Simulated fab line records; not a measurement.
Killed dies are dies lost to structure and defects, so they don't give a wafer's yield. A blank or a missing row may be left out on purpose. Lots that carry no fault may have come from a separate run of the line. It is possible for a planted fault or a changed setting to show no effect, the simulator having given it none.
Matching of chambers    flow gf180mcu    rie_diel-04 running GF_HV_LDD_ETCHBACK_58: 4 sister chambers
The step etches Si3N4 in CH3F/O2, stops on SiO2, time 100 s, target depth 90 nm. 8 wafers are shown with their chamber, then 8 later ones without.

EACH WAFER AND ITS CHAMBER
wafer   chamber  drypump_motor_current_A (A)  throttle_valve_pct (%)
L079.4  3        6.5                          10.558
L081.1  0        6.0                          10.560
L081.6  2        6.5                          10.563
L085.3  2        6.4                          10.552
L085.5  0        6.0                          10.545
L088.2  3        6.6                          10.560
L088.5  1        5.9                          10.559
L093.2  1        5.9                          10.547

WAFERS MISSING THEIR CHAMBER
wafer   drypump_motor_current_A (A)  throttle_valve_pct (%)
L093.5  6.5                          10.564
L093.6  5.9                          10.562
L096.1  6.0                          10.567
L096.3  6.6                          10.567
L096.5  6.5                          10.558
L097.2  5.9                          10.571
L097.4  6.5                          10.566
L097.5  5.9                          10.559

WHICH CHAMBER EACH WENT THROUGH
wafer   from the rows above      in truth
L093.5  can't be placed: 3 or 2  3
L093.6  can't be placed: 1 or 0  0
L096.1  can't be placed: 0 or 1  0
L096.3  can't be placed: 3 or 2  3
L096.5  can't be placed: 2 or 3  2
L097.2  can't be placed: 1 or 0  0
L097.4  can't be placed: 3 or 2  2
L097.5  can't be placed: 1 or 0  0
0 of 8 placed correctly. Not placeable from these rows: 8 (in 8, the candidates include the true chamber). 0 placed wrongly.
How it was worked out, from the rows above alone: a wafer's distance from a chamber is the root of the sum, over the readings, of the square of ((its reading less the chamber's mean) divided by the reading's scatter). The wafer belongs to the nearest chamber; if the next one is less than 2 further off, it can't be placed. For every chamber, the mean is computed from those of its wafers that are shown. The scatter is the square root of a quotient: the sum, over the shown wafers, of each reading's squared deviation from its chamber's mean, divided by wafers minus chambers.
